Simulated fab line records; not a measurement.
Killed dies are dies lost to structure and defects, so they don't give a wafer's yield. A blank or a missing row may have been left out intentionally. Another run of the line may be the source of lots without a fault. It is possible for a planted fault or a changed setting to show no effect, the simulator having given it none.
The tool behind it: which one? / flow gf180mcu / 45 wafers from 15 lots sampled at 4 of the route's 602 steps

## WHAT EACH GAUGE READ, for each wafer
GF_V5_CD_MEAS_14: target cd 260 nm. Usual: cd-nm at 260.2 nm, with a standard deviation of 1.1.
lot=L108; measured=day 27 14:58; on=cd-sem-01; cd-nm (nm)=260.7 261.3 259.8; flag=
lot=L109; measured=day 27 16:40; on=cd-sem-02; cd-nm (nm)=259.6 261.2 261.2; flag=
lot=L110; measured=day 28 04:47; on=cd-sem-01; cd-nm (nm)=260.0 259.8 260.0; flag=
lot=L111; measured=day 28 12:46; on=cd-sem-02; cd-nm (nm)=258.5 258.0 257.6; flag=
lot=L113; measured=day 28 17:22; on=cd-sem-01; cd-nm (nm)=260.7 260.8 260.7; flag=
lot=L117; measured=day 29 22:37; on=cd-sem-02; cd-nm (nm)=261.0 260.8 260.4; flag=
lot=L118; measured=day 30 02:13; on=cd-sem-01; cd-nm (nm)=260.2 261.1 260.5; flag=
lot=L123; measured=day 31 15:37; on=cd-sem-02; cd-nm (nm)=258.7 259.1 257.7; flag=
lot=L126; measured=day 32 08:37; on=cd-sem-01; cd-nm (nm)=258.4 258.8 259.2; flag=
lot=L129; measured=day 33 01:46; on=cd-sem-01; cd-nm (nm)=261.3 261.3 261.6; flag=
lot=L130; measured=day 33 06:19; on=cd-sem-01; cd-nm (nm)=261.3 262.2 261.7; flag=
lot=L131; measured=day 33 12:35; on=cd-sem-02; cd-nm (nm)=259.8 258.5 260.6; flag=

GF_V5_OVL_MEAS_15. Usual: V5_OVL gives 0 nm (standard deviation 4.9).
lot=L108; measured=day 27 15:05; on=overlay-02; V5_OVL (nm)=4 7 11; flag=
lot=L109; measured=day 27 16:47; on=overlay-02; V5_OVL (nm)=-2 -8 -12; flag=
lot=L110; measured=day 28 04:53; on=overlay-02; V5_OVL (nm)=-1 -6 -8; flag=
lot=L111; measured=day 28 12:53; on=overlay-02; V5_OVL (nm)=-4 1 -4; flag=
lot=L113; measured=day 28 17:29; on=overlay-01; V5_OVL (nm)=1 -7 -2; flag=
lot=L117; measured=day 29 22:44; on=overlay-02; V5_OVL (nm)=-6 1 -3; flag=
lot=L118; measured=day 30 02:20; on=overlay-01; V5_OVL (nm)=-6 5 8; flag=
lot=L123; measured=day 31 15:44; on=overlay-02; V5_OVL (nm)=-3 -6 -8; flag=
lot=L126; measured=day 32 08:44; on=overlay-01; V5_OVL (nm)=12 11 13; flag=
lot=L129; measured=day 33 01:53; on=overlay-01; V5_OVL (nm)=3 -5 -6; flag=
lot=L130; measured=day 33 06:26; on=overlay-01; V5_OVL (nm)=4 -2 -1; flag=
lot=L131; measured=day 33 12:42; on=overlay-02; V5_OVL (nm)=-3 2 1; flag=

## EACH LOT AND THE TOOL THAT RAN IT (in order: tool; ch and the chambers of the sampled wafers; start)
lot=L108; GF_MIM_SPUTTER_03=pvd-sputter-03, day 24 23:00; GF_V5_CVD_00=hdpcvd-01 ch 0,1,2, day 26 18:38
lot=L109; GF_MIM_SPUTTER_03=pvd-sputter-04, day 25 01:33; GF_V5_CVD_00=hdpcvd-01 ch 0,1,2, day 26 19:59
lot=L110; GF_MIM_SPUTTER_03=pvd-sputter-03, day 25 13:07; GF_V5_CVD_00=hdpcvd-02 ch 0,1,2, day 27 08:01
lot=L111; GF_MIM_SPUTTER_03=pvd-sputter-04, day 25 22:23; GF_V5_CVD_00=hdpcvd-01 ch 0,1,2, day 27 16:11
lot=L113; GF_MIM_SPUTTER_03=pvd-sputter-03, day 26 03:29; GF_V5_CVD_00=hdpcvd-01 ch 0,1, day 27 21:34
lot=L117; GF_MIM_SPUTTER_03=pvd-sputter-02, day 27 11:29; GF_V5_CVD_00=hdpcvd-02 ch 0,1,2, day 29 03:37
lot=L118; GF_MIM_SPUTTER_03=pvd-sputter-03, day 27 13:02; GF_V5_CVD_00=hdpcvd-02 ch 0,1,2, day 29 06:38
lot=L120; GF_MIM_SPUTTER_03=pvd-sputter-04, day 28 12:14; GF_V5_CVD_00=hdpcvd-01 ch 0,1,2, day 30 03:44
lot=L122; GF_MIM_SPUTTER_03=pvd-sputter-02, day 28 18:57; GF_V5_CVD_00=hdpcvd-02 ch 0,1, day 30 09:47
lot=L121; GF_MIM_SPUTTER_03=pvd-sputter-02, day 28 20:53; GF_V5_CVD_00=hdpcvd-02 ch 1,2, day 30 12:32
lot=L123; GF_MIM_SPUTTER_03=pvd-sputter-04, day 29 07:14; GF_V5_CVD_00=hdpcvd-02 ch 1,2, day 30 22:21
lot=L126; GF_MIM_SPUTTER_03=pvd-sputter-03, day 30 02:39; GF_V5_CVD_00=hdpcvd-01 ch 1,2, day 31 15:16
lot=L129; GF_MIM_SPUTTER_03=pvd-sputter-03, day 30 20:20; GF_V5_CVD_00=hdpcvd-01 ch 0,1,2, day 32 08:14
lot=L130; GF_MIM_SPUTTER_03=pvd-sputter-04, day 31 01:16; GF_V5_CVD_00=hdpcvd-01 ch 1,2, day 32 13:23
lot=L131; GF_MIM_SPUTTER_03=pvd-sputter-02, day 31 08:41; GF_V5_CVD_00=hdpcvd-01 ch 0,1,2, day 32 19:57
- GF_MIM_SPUTTER_03: material Ti, target thk 10 nm, time 6.7 s.
- GF_V5_CVD_00: deposits SiO2, target thk 300 nm, time 50 s.

## WHAT THE TOOLS THEMSELVES READ (means of the sampled wafers that have a number; where no wafer has one, the mark that the record gives instead)
GF_MIM_SPUTTER_03. Usual: throttle-valve-pct at 30.1 %, with a standard deviation of 1.
lot=L108; tool=pvd-sputter-03; throttle-valve-pct (%)=30.1; flag=
lot=L109; tool=pvd-sputter-04; throttle-valve-pct (%)=30.4; flag=
lot=L110; tool=pvd-sputter-03; throttle-valve-pct (%)=29.6; flag=
lot=L111; tool=pvd-sputter-04; throttle-valve-pct (%)=29.1; flag=
lot=L113; tool=pvd-sputter-03; throttle-valve-pct (%)=29.3; flag=
lot=L117; tool=pvd-sputter-02; throttle-valve-pct (%)=31.2; flag=
lot=L118; tool=pvd-sputter-03; throttle-valve-pct (%)=29.3; flag=
lot=L120; tool=pvd-sputter-04; throttle-valve-pct (%)=30.0; flag=
lot=L122; tool=pvd-sputter-02; throttle-valve-pct (%)=31.0; flag=
lot=L121; tool=pvd-sputter-02; throttle-valve-pct (%)=30.3; flag=
lot=L123; tool=pvd-sputter-04; throttle-valve-pct (%)=29.8; flag=
lot=L126; tool=pvd-sputter-03; throttle-valve-pct (%)=30.1; flag=
lot=L129; tool=pvd-sputter-03; throttle-valve-pct (%)=29.5; flag=
lot=L130; tool=pvd-sputter-04; throttle-valve-pct (%)=30.5; flag=
lot=L131; tool=pvd-sputter-02; throttle-valve-pct (%)=30.8; flag=

GF_V5_CVD_00. Usual: pressure-mtorr 6.000 mTorr, standard deviation 0.012; run-length-s 78.1 s, standard deviation 0.51.
lot=L108; tool=hdpcvd-01; pressure-mtorr (mTorr)=5.999; run-length-s (s)=77.7; flag=
lot=L109; tool=hdpcvd-01; pressure-mtorr (mTorr)=5.999; run-length-s (s)=78.0; flag=
lot=L110; tool=hdpcvd-02; pressure-mtorr (mTorr)=6.003; run-length-s (s)=78.4; flag=
lot=L111; tool=hdpcvd-01; pressure-mtorr (mTorr)=6.006; run-length-s (s)=77.9; flag=
lot=L113; tool=hdpcvd-01; pressure-mtorr (mTorr)=5.996; run-length-s (s)=77.6; flag=
lot=L117; tool=hdpcvd-02; pressure-mtorr (mTorr)=5.998; run-length-s (s)=78.6; flag=
lot=L118; tool=hdpcvd-02; pressure-mtorr (mTorr)=6.004; run-length-s (s)=78.5; flag=
lot=L120; tool=hdpcvd-01; pressure-mtorr (mTorr)=-; run-length-s (s)=-; flag=OFF
lot=L122; tool=hdpcvd-02; pressure-mtorr (mTorr)=-; run-length-s (s)=-; flag=OFF
lot=L121; tool=hdpcvd-02; pressure-mtorr (mTorr)=-; run-length-s (s)=-; flag=OFF
lot=L123; tool=hdpcvd-02; pressure-mtorr (mTorr)=6.007; run-length-s (s)=78.2; flag=
lot=L126; tool=hdpcvd-01; pressure-mtorr (mTorr)=5.988; run-length-s (s)=78.0; flag=
lot=L129; tool=hdpcvd-01; pressure-mtorr (mTorr)=5.996; run-length-s (s)=77.8; flag=
lot=L130; tool=hdpcvd-01; pressure-mtorr (mTorr)=5.995; run-length-s (s)=78.4; flag=
lot=L131; tool=hdpcvd-01; pressure-mtorr (mTorr)=6.002; run-length-s (s)=77.8; flag=

## THE ANSWER, worked out from the rows above alone
Rule: a lot counts as off when the mean over its wafers that have a number is more than 3 standard deviations away from the usual mean. Also off: a lot with no number at a reading for which 4 or more lots have one. Any other lot the step has rows for is counted as sound. The gauges are gone through in route order, then the tools' own readings, and for those a lot's mean is taken as printed above. At the first step where some lot is off, the reading lying furthest off is the one used; lots without a number count as furthest.
Off, at GF_V5_CVD_00 on pressure-mtorr: L120, L122, L121. Without a number there: L120, L122, L121.
If a tool, at that step or one of the process steps before it, ran each lot that is off and ran no sound lot following the first of them, it fits. None of those tried fits.

## WHAT THE SIMULATOR HAD PUT IN
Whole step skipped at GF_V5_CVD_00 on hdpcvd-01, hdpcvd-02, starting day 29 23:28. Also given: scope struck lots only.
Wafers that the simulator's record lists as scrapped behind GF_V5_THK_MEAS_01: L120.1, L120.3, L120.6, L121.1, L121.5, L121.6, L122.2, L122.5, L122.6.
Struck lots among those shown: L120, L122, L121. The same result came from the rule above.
